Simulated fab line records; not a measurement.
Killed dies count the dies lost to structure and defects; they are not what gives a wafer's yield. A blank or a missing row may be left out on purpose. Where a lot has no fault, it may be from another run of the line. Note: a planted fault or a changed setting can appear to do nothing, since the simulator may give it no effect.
fab line records -- flow sky130
record: lots: 6, wafers: 18, last_day: 50
route steps=708 shown VIA3@587 METAL4@598 PAD_OPEN@708
lots that met no fault: taken from a fault-free run of the same line
start_h: hours from the record's first day to the start of the lot's first wafer shown -- wait_h: hours from the lot's prior step to this one -- " same as the row above -- L1.1+2: a single row standing in for several wafers -- - no value present, or no start provided -- * or withheld: withheld -- < > ~ a bound
route shown NAME@n: NAME is a module with steps in the file, n the number in the route of the first one -- usual: average and standard deviation across the fault-free wafers -- same: alike in all rows -- chamber/n: place in a boat -- sites: per-site readings -- _std_site: the values' standard deviation -- _edge_site: outer sites' mean less inner sites' -- radius_mm: how far each site lies from the wafer's centre -- mask NAME#n: copy n -- behind: the most recent tool/chamber to have shaped the wafer -- hold: what put the lot on hold/how long, in hours/how the hold closed -- device: whichever transistor did not switch (one of n, p or np) -- end of line: the tests these same wafers got at the end of their route -- a step with no rows: only its recipe -- killed: the dies lost at the first sort to structure and to defects; this is not the yield of the wafer -- map: per-die view of a wafer (x killed, . not killed, _ where there is no die)
set.NAME: the setting as run; set.NAME@STEP: as run at that earlier step -- model.NAME: the simulator's own value behind a step, which no gauge read
certain route steps with their lots: each step a table, each wafer a row
services: the hour from which a tool's chamber was out of use, counted from the record's first day as start_h (under 0 if before that day), plus the number of hours and why
== steps ==
step: SKY_VIA3_ETCH_14
recipe: chemistry: N2/H2, target: BARC, ion_energy_ev: 200, source_w: 500, bias_w: 100, pressure_mtorr: 30, n2_flow_sccm: 100, h2_flow_sccm: 200, stop_on: SiO2, time_s: 45.9, target_depth_a: 600
usual: drypump_motor_current_A: 5.8/0.5, oes_product_au: 0.855/0.0051, throttle_valve_pct: 13.224/0.0084
lot.wafer,tool,chamber,start_h,wait_h,drypump_motor_current_A,oes_product_au,rf_hours_counter_h,throttle_valve_pct
L741.1,rie_diel-04,1,933.59,0.0,5.1,0.862,9,13.230
L741.2,rie_diel-04,2,933.59,0.0,5.6,0.860,21,13.240
L741.5,rie_diel-04,0,933.59,0.0,4.8,0.854,-,13.222
L746.1,rie_diel-03,2,963.30,0.0,6.0,0.855,28,13.221
L746.4,rie_diel-03,3,963.30,0.0,5.6,0.855,-,13.230
L746.6,rie_diel-03,1,963.30,0.0,6.3,0.855,-,13.214
L754.4,rie_diel-02,1,1023.39,0.0,5.6,0.857,4,13.222
L754.5,rie_diel-02,1,1023.39,0.0,5.6,0.866,-,13.242
L754.6,rie_diel-02,0,1023.39,0.0,5.6,0.853,-,13.199
L756.3,rie_diel-02,0,1032.04,0.0,5.6,0.855,6,13.221
L756.5,rie_diel-02,2,1032.04,0.0,6.5,0.866,-,13.228
L756.6,rie_diel-02,3,1032.04,0.0,5.7,0.854,-,13.209
L758.4,rie_diel-04,1,1045.05,0.0,5.1,0.851,14,13.223
L758.5,rie_diel-04,1,1045.05,0.0,5.1,0.859,-,13.218
L758.6,rie_diel-04,0,1045.05,0.0,4.8,0.864,-,13.220
L764.2,rie_diel-03,3,1080.10,0.0,5.7,0.848,20,13.232
L764.3,rie_diel-03,1,1080.10,0.0,6.3,0.853,15,13.227
L764.4,rie_diel-03,2,1080.10,0.0,6.0,0.863,2,13.230
step: SKY_VIA3_ETCH_15
recipe: target: SiO2, chemistry: C4F8/O2/Ar, target_depth_nm: 507, stop_on: TiN, mask_material: KrF-thick, source_w: 1500, bias_w: 1200, pressure_mtorr: 40, c4f8_flow_sccm: withheld, O2_flow_sccm: 6, Ar_flow_sccm: 300, time_s: 78
usual: oes_product_au: 0.946/0.0047
lot.wafer,tool,chamber,start_h,wait_h,oes_product_au
L741.1,rie_diel-04,1,933.63,0.0,0.937
L741.2,rie_diel-04,2,933.63,0.0,0.946
L741.5,rie_diel-04,0,933.63,0.0,0.943
L746.1,rie_diel-03,2,963.34,0.0,0.947
L746.4,rie_diel-03,3,963.34,0.0,0.955
L746.6,rie_diel-03,1,963.34,0.0,0.947
L754.4,rie_diel-02,1,1023.43,0.0,0.947
L754.5,rie_diel-02,1,1023.43,0.0,0.942
L754.6,rie_diel-02,0,1023.43,0.0,0.947
L756.3,rie_diel-02,0,1032.08,0.0,0.942
L756.5,rie_diel-02,2,1032.08,0.0,0.946
L756.6,rie_diel-02,3,1032.08,0.0,0.944
L758.4,rie_diel-04,1,1045.10,0.0,0.948
L758.5,rie_diel-04,1,1045.10,0.0,0.956
L758.6,rie_diel-04,0,1045.10,0.0,0.948
L764.2,rie_diel-03,3,1080.15,0.0,0.942
L764.3,rie_diel-03,1,1080.15,0.0,0.949
L764.4,rie_diel-03,2,1080.15,0.0,0.940
step: SKY_VIA3_STRIP_16
recipe: chemistry: O2/N2, power_w: 1400, pressure_mtorr: 1500, platen_temp_c: withheld, o2_flow_sccm: 3000, n2_flow_sccm: 300, overash_fraction: 0.5
step: SKY_VIA3_STRIP_17
recipe: chemistry: post_etch_residue_remover, time_s: 1200, temp_c: 72.5
step: SKY_VIA3_CLEAN_18
recipe: chemistry: IPA, time_s: 180, temp_c: 25
step: SKY_VIA3_CLEAN_19
recipe: chemistry: O3/DIW, dry: n2_spin
step: SKY_VIA3_SPUTTER_20
recipe: material: TiN, target_thk_nm: 20, chamber_pressure_pa: 5, power_w: 4000, time_s: 80
step: SKY_VIA3_CVD_21
recipe: material: W, target_thk_nm: 390, time_s: 117.31, temp_c: 400, pressure_torr: 40
usual: heater_power_w: 795/91, susceptor_temp_C: 400.05/0.21
lot.wafer,tool,chamber,start_h,wait_h,heater_power_w,susceptor_temp_C
L741.1,cvd_w-01,0,934.34,0.0,821,400.39
L741.2,cvd_w-01,1,934.34,0.0,943,400.42
L741.5,cvd_w-01,1,934.34,0.0,928,400.26
L746.1,cvd_w-02,0,964.06,0.0,710,400.08
L746.4,cvd_w-02,0,964.06,0.0,688,400.09
L746.6,cvd_w-02,1,964.06,0.0,793,400.29
L754.4,cvd_w-02,1,1024.19,0.1,804,399.84
L754.5,cvd_w-02,0,1024.19,0.1,704,400.15
L754.6,cvd_w-02,1,1024.19,0.1,804,399.94
L756.3,cvd_w-01,1,1032.86,0.1,991,400.14
L756.5,cvd_w-01,1,1032.86,0.1,956,400.20
L756.6,cvd_w-01,0,1032.86,0.1,848,399.67
L758.4,cvd_w-01,0,1045.86,0.1,832,400.43
L758.5,cvd_w-01,1,1045.86,0.1,948,399.92
L758.6,cvd_w-01,0,1045.86,0.1,816,400.15
L764.2,cvd_w-02,1,1080.94,0.0,821,400.16
L764.3,cvd_w-02,0,1080.94,0.0,696,400.19
L764.4,cvd_w-02,1,1080.94,0.0,784,400.12
step: SKY_VIA3_RS_MEAS_22
recipe: thk_meas_gauge: four-point-probe, reads: W_of_VIA3_CVD_21+TiN_of_VIA3_SPUTTER_20
usual: VIA3_W_RS: 0.294/0.0032
lot.wafer,tool,chamber,start_h,wait_h,VIA3_W_RS[ohm/sq]
L741.1,film_metro-04,-,934.46,0.1,0.301
L741.2,film_metro-04,-,934.46,0.1,0.297
L741.5,film_metro-04,-,934.46,0.1,0.296
L746.1,film_metro-02,-,964.19,0.1,0.295
L746.4,film_metro-02,-,964.19,0.1,0.292
L746.6,film_metro-02,-,964.19,0.1,0.297
L754.4,film_metro-04,-,1024.33,0.1,0.290
L754.5,film_metro-04,-,1024.33,0.1,0.293
L754.6,film_metro-04,-,1024.33,0.1,0.289
L756.3,film_metro-01,-,1032.99,0.1,0.294
L756.5,film_metro-01,-,1032.99,0.1,0.296
L756.6,film_metro-01,-,1032.99,0.1,0.299
L758.4,film_metro-01,-,1046.00,0.1,0.297
L758.5,film_metro-01,-,1046.00,0.1,0.295
L758.6,film_metro-01,-,1046.00,0.1,0.295
L764.2,film_metro-02,-,1081.09,0.1,0.291
L764.3,film_metro-02,-,1081.09,0.1,0.293
L764.4,film_metro-02,-,1081.09,0.1,0.295
step: SKY_VIA3_THK_MEAS_23
recipe: thk_meas_gauge: xrf, reads: W_of_VIA3_CVD_21
usual: VIA3_W_THK: 390/5.6
lot.wafer,tool,chamber,start_h,wait_h,VIA3_W_THK[nm]
L741.1,film_metro-04,-,934.58,0.1,383
L741.2,film_metro-04,-,934.58,0.1,385
L741.5,film_metro-04,-,934.58,0.1,385
L746.1,film_metro-02,-,964.31,0.1,385
L746.4,film_metro-02,-,964.31,0.1,394
L746.6,film_metro-02,-,964.31,0.1,384
L754.4,film_metro-04,-,1024.42,0.1,391
L754.5,film_metro-04,-,1024.42,0.1,388
L754.6,film_metro-04,-,1024.42,0.1,392
L756.3,film_metro-01,-,1033.09,0.1,395
L756.5,film_metro-01,-,1033.09,0.1,392
L756.6,film_metro-01,-,1033.09,0.1,389
L758.4,film_metro-01,-,1046.09,0.1,387
L758.5,film_metro-01,-,1046.09,0.1,390
L758.6,film_metro-01,-,1046.09,0.1,393
L764.2,film_metro-02,-,1081.20,0.1,393
L764.3,film_metro-02,-,1081.20,0.1,391
L764.4,film_metro-02,-,1081.20,0.1,383
step: SKY_VIA3_CMP_24
recipe: stop_on: SiO2, t_overpolish_s: 20, down_force_psi: 3.5, platen_rpm: 60, target_thk_nm: 0, pad_velocity_m_s: 0.94248
usual: motor_current_A: 10.9/1, overpolish_run_s: 20.000/0.009, platen_rpm: 60.00/0.038, time_to_endpoint_s: 96/4.4
lot.wafer,tool,chamber,start_h,wait_h,motor_current_A,overpolish_run_s,platen_rpm,time_to_endpoint_s
L741.2,cmp-01,1,934.74,0.1,10.3,20.015,59.98,98
L741.1,cmp-01,2,934.74,0.1,11.0,19.999,59.97,100
L741.5,cmp-01,3,934.74,0.1,11.2,20.016,59.98,99
L746.1,cmp-01,0,964.47,0.1,11.8,20.000,60.01,98
L746.4,cmp-01,1,964.47,0.1,10.0,19.991,59.98,97
L746.6,cmp-01,2,964.47,0.1,10.8,20.001,59.97,98
L754.4,cmp-01,3,1024.50,0.1,12.4,19.995,59.96,102
L754.5,cmp-01,2,1024.50,0.1,11.5,19.995,60.00,101
L754.6,cmp-01,3,1024.50,0.1,11.4,19.981,59.98,99
L756.3,cmp-01,0,1033.13,0.0,11.0,20.003,59.95,100
L756.6,cmp-01,0,1033.13,0.0,11.6,20.003,59.99,100
L756.5,cmp-01,1,1033.13,0.0,9.9,20.010,59.98,97
L758.4,cmp-01,3,1046.22,0.1,10.9,19.995,60.02,95
L758.6,cmp-01,1,1046.22,0.1,10.1,20.002,60.00,96
L758.5,cmp-01,2,1046.22,0.1,11.1,20.014,60.01,102
L764.2,cmp-01,3,1081.32,0.1,11.6,19.987,60.02,94
L764.3,cmp-01,0,1081.32,0.1,11.3,20.006,59.97,97
L764.4,cmp-01,1,1081.32,0.1,9.8,20.004,60.02,98
step: SKY_METAL4_SPUTTER_00
recipe: material: Ti, target_thk_nm: 15, power_w: 3000, time_s: 10, chamber_pressure_pa: 0.4
usual: throttle_valve_pct: 30.0/1
lot.wafer,tool,chamber,start_h,wait_h,throttle_valve_pct
L741.1,pvd_sputter-03,-,934.94,0.1,28.5
L741.2,pvd_sputter-03,-,934.94,0.1,30.2
L741.5,pvd_sputter-03,-,934.94,0.1,30.2
L746.1,pvd_sputter-04,-,964.67,0.1,29.3
L746.4,pvd_sputter-04,-,964.67,0.1,29.0
L746.6,pvd_sputter-04,-,964.67,0.1,30.8
L754.4,pvd_sputter-03,-,1024.75,0.2,29.3
L754.5,pvd_sputter-03,-,1024.75,0.2,30.2
L754.6,pvd_sputter-03,-,1024.75,0.2,28.5
L756.3,pvd_sputter-03,-,1033.43,0.2,30.1
L756.5,pvd_sputter-03,-,1033.43,0.2,30.1
L756.6,pvd_sputter-03,-,1033.43,0.2,28.9
L758.4,pvd_sputter-02,-,1046.42,0.1,32.2
L758.5,pvd_sputter-02,-,1046.42,0.1,29.0
L758.6,pvd_sputter-02,-,1046.42,0.1,30.4
L764.2,pvd_sputter-04,-,1081.57,0.2,30.2
L764.3,pvd_sputter-04,-,1081.57,0.2,29.2
L764.4,pvd_sputter-04,-,1081.57,0.2,29.0
step: SKY_METAL4_SPUTTER_01
recipe: material: TiN, target_thk_nm: 20, power_w: 6500, time_s: 16.7, chamber_pressure_pa: 0.4
usual: throttle_valve_pct: 30.0/1
lot.wafer,tool,chamber,start_h,wait_h,throttle_valve_pct,model.TiN_of_METAL4_SPUTTER_01.thk_nm
L741.1,pvd_sputter-03,-,934.97,0.0,28.5,20.03
L741.2,pvd_sputter-03,-,934.97,0.0,30.1,20.14
L741.5,pvd_sputter-03,-,934.97,0.0,30.0,20.12
L746.1,pvd_sputter-04,-,964.69,0.0,29.3,19.94
L746.4,pvd_sputter-04,-,964.69,0.0,29.2,19.84
L746.6,pvd_sputter-04,-,964.69,0.0,30.6,19.77
L754.4,pvd_sputter-03,-,1024.77,0.0,28.8,25.52
L754.5,pvd_sputter-03,-,1024.77,0.0,30.3,25.52
L754.6,pvd_sputter-03,-,1024.77,0.0,28.5,25.56
L756.3,pvd_sputter-03,-,1033.45,0.0,30.3,25.71
L756.5,pvd_sputter-03,-,1033.45,0.0,30.5,25.77
L756.6,pvd_sputter-03,-,1033.45,0.0,29.2,25.67
L758.4,pvd_sputter-02,-,1046.44,0.0,32.2,19.89
L758.5,pvd_sputter-02,-,1046.44,0.0,28.8,19.77
L758.6,pvd_sputter-02,-,1046.44,0.0,30.4,19.53
L764.2,pvd_sputter-04,-,1081.60,0.0,30.5,19.85
L764.3,pvd_sputter-04,-,1081.60,0.0,29.3,19.73
L764.4,pvd_sputter-04,-,1081.60,0.0,29.0,19.59
step: SKY_METAL4_SPUTTER_02
recipe: material: AlCu, target_thk_nm: 735, power_w: 10600, time_s: 39.1, chamber_pressure_pa: 0.4
step: SKY_PAD_OPEN_PROBE_99
usual: defect_limited_yield: 82.2/2.1, killed_at_M0_to_M3: 43/8, killed_at_M4_up: 2.9/1.6, killed_at_contacts: 26/5.2, killed_at_front_end: 15/4.3, killed_at_other: 0.3/0.56, killed_dies: 87/10, killed_open: 48/6.9, killed_short: 40/6.5, sort_bin_3_pad_short: 0.9/0.36, sort_bin_5_function: 10.5/1.5, sort_bin_6_memory: 6.4/1.3, sort_n_pass: 405/10, sort_yield_pct: 82.2/2.1
same: gross_dies: 492, killed_at_back_side: 0, sort_bin_4_leakage[%]: 0, sort_bin_8_speed[%]: 0
lot.wafer,tool,chamber,start_h,wait_h,defect_limited_yield[%],killed_at_M0_to_M3,killed_at_M4_up,killed_at_contacts,killed_at_front_end,killed_at_other,killed_dies,killed_open,killed_short,sort_bin_3_pad_short[%],sort_bin_5_function[%],sort_bin_6_memory[%],sort_n_pass,sort_yield_pct[%]
L746.1,prober-01,-,1106.21,0.1,82.7,41,2,23,19,0,85,40,45,1.2,9.8,6.3,407,82.7
L746.4,prober-01,-,1106.36,0.2,77.4,67,2,24,18,0,111,64,47,0.8,13.6,8.1,381,77.4
L746.6,prober-01,-,1106.46,0.2,86.6,33,1,23,9,0,66,38,28,0.4,9.6,3.5,426,86.6
L756.3,prober-02,-,1161.66,0.2,83.3,42,4,24,12,0,82,43,39,1.0,10.0,5.7,410,83.3
L756.5,prober-02,-,1161.76,0.2,82.5,45,4,25,12,0,86,48,38,0.6,9.3,7.5,406,82.5
L756.6,prober-02,-,1161.81,0.2,81.9,41,3,35,10,0,89,43,46,1.4,11.0,5.7,403,81.9
L758.4,prober-02,-,1171.77,0.2,81.9,44,5,26,14,0,89,47,42,0.6,10.8,6.7,403,81.9
L758.5,prober-02,-,1171.82,0.2,81.5,45,3,24,18,1,91,50,41,1.0,11.8,5.7,401,81.5
L758.6,prober-02,-,1171.87,0.2,80.5,53,5,24,14,0,96,49,47,1.0,12.0,6.5,396,80.5
killed by level:class
L746.1 CONTACT:geometric_particle:open=11 FIELD_ISO:geometric_particle:short=8 VIA2:geometric_particle:open=7 VIA2:geometric_particle:short=6 VIA3:geometric_particle:short=5 VIA1:geometric_particle:open=5 CONTACT:geometric_particle:short=4 METAL3:geometric_particle:short=4
L746.4 VIA1:geometric_particle:open=16 VIA2:geometric_particle:open=11 CONTACT:geometric_particle:open=8 METAL1:geometric_particle:short=7 LOCAL_INTERCONNECT:geometric_particle:short=6 METAL2:geometric_particle:short=6 LI_CONTACT:geometric_particle:open=5 POLY_GATE:geometric_particle:open=5
L746.6 VIA1:geometric_particle:open=9 CONTACT:geometric_particle:open=8 LI_CONTACT:geometric_particle:open=7 METAL1:geometric_particle:short=6 LOCAL_INTERCONNECT:geometric_particle:short=4 METAL2:geometric_particle:short=4 VIA3:geometric_particle:open=4 FIELD_ISO:geometric_particle:open=3
L756.3 POLY_GATE:geometric_particle:open=7 VIA3:geometric_particle:open=7 CONTACT:geometric_particle:open=7 VIA1:geometric_particle:short=7 METAL2:geometric_particle:short=6 VIA1:geometric_particle:open=6 VIA2:geometric_particle:open=5 LI_CONTACT:geometric_particle:open=5
L756.5 CONTACT:geometric_particle:open=11 METAL1:geometric_particle:short=10 LI_CONTACT:geometric_particle:open=8 VIA1:geometric_particle:open=7 VIA2:geometric_particle:open=6 VIA3:geometric_particle:open=6 POLY_GATE:geometric_particle:open=5 VIA3:geometric_particle:short=5
L756.6 LI_CONTACT:geometric_particle:open=15 METAL2:geometric_particle:short=11 CONTACT:geometric_particle:open=6 VIA1:geometric_particle:short=6 LI_CONTACT:geometric_particle:short=4 LOCAL_INTERCONNECT:geometric_particle:short=4 CONTACT:geometric_particle:short=4 VIA1:geometric_particle:open=4
L758.4 CONTACT:geometric_particle:open=10 VIA1:geometric_particle:open=9 METAL1:geometric_particle:short=7 VIA3:geometric_particle:open=7 VIA1:geometric_particle:short=6 LI_CONTACT:geometric_particle:open=5 CONTACT:geometric_particle:short=5 METAL2:geometric_particle:short=5
L758.5 VIA2:geometric_particle:open=10 VIA1:geometric_particle:open=9 CONTACT:geometric_particle:open=8 METAL1:geometric_particle:short=8 VIA3:geometric_particle:open=7 LOCAL_INTERCONNECT:geometric_particle:short=6 LI_CONTACT:geometric_particle:open=5 POLY_GATE:geometric_particle:open=4
L758.6 CONTACT:geometric_particle:open=12 LI_CONTACT:geometric_particle:open=7 VIA1:geometric_particle:open=7 VIA3:geometric_particle:short=7 METAL1:geometric_particle:short=7 VIA2:geometric_particle:open=7 VIA1:geometric_particle:short=6 POLY_GATE:geometric_particle:short=5
== services ==
tool,chamber,start_h,hours,kind
cmp-01,-,913.03,0.5,repair
rie_diel-03,1,913.54,3.3,repair
rie_diel-04,2,914.48,2.0,repair
cmp-01,-,927.67,1.3,repair
rie_diel-04,2,933.97,7.7,repair
cvd_w-01,-,955.62,6.9,pm
rie_diel-03,0,960.10,11.7,repair
cvd_w-01,-,967.40,28.1,pm
rie_diel-03,3,967.53,3.3,repair
rie_diel-04,0,971.30,17.9,repair
pvd_sputter-04,-,975.84,3.6,repair
rie_diel-02,-,980.00,14.6,pm
rie_diel-04,3,983.01,36.8,repair
cmp-01,-,1001.60,0.6,repair
cmp-01,-,1003.63,0.8,repair
cvd_w-01,1,1012.67,3.8,repair
cvd_w-02,0,1017.74,3.4,repair
cmp-01,-,1030.64,0.8,repair
pvd_sputter-04,-,1040.38,2.8,repair
pvd_sputter-03,-,1052.95,0.9,repair
cmp-01,-,1053.99,0.3,repair
cmp-01,-,1054.85,2.2,repair
pvd_sputter-04,-,1057.14,5.5,repair
cvd_w-01,-,1057.69,1.5,repair
== key ==
first_sign none at tools or gauges
model_effect: step: SKY_METAL4_SPUTTER_01, value: TiN_of_METAL4_SPUTTER_01.thk_nm, without: 20.15, struck: 25.62
met_at SKY_METAL4_SPUTTER_01
struck_wafers L754.4,L754.5,L754.6,L756.3,L756.5,L756.6
onset_between 934.97 1024.77
also_fits SKY_VIA3_ETCH_14:rie_diel-02,SKY_VIA3_ETCH_15:rie_diel-02,SKY_METAL4_SPUTTER_00:pvd_sputter-03
fault: kind: process_parameter_drift, tool: pvd_sputter-03, chamber: -, onset_h: 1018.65, steps: SKY_METAL4_SPUTTER_01, channel: time_s, offset: *, shape: step, end_h: 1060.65, acts_in: *, stated: *
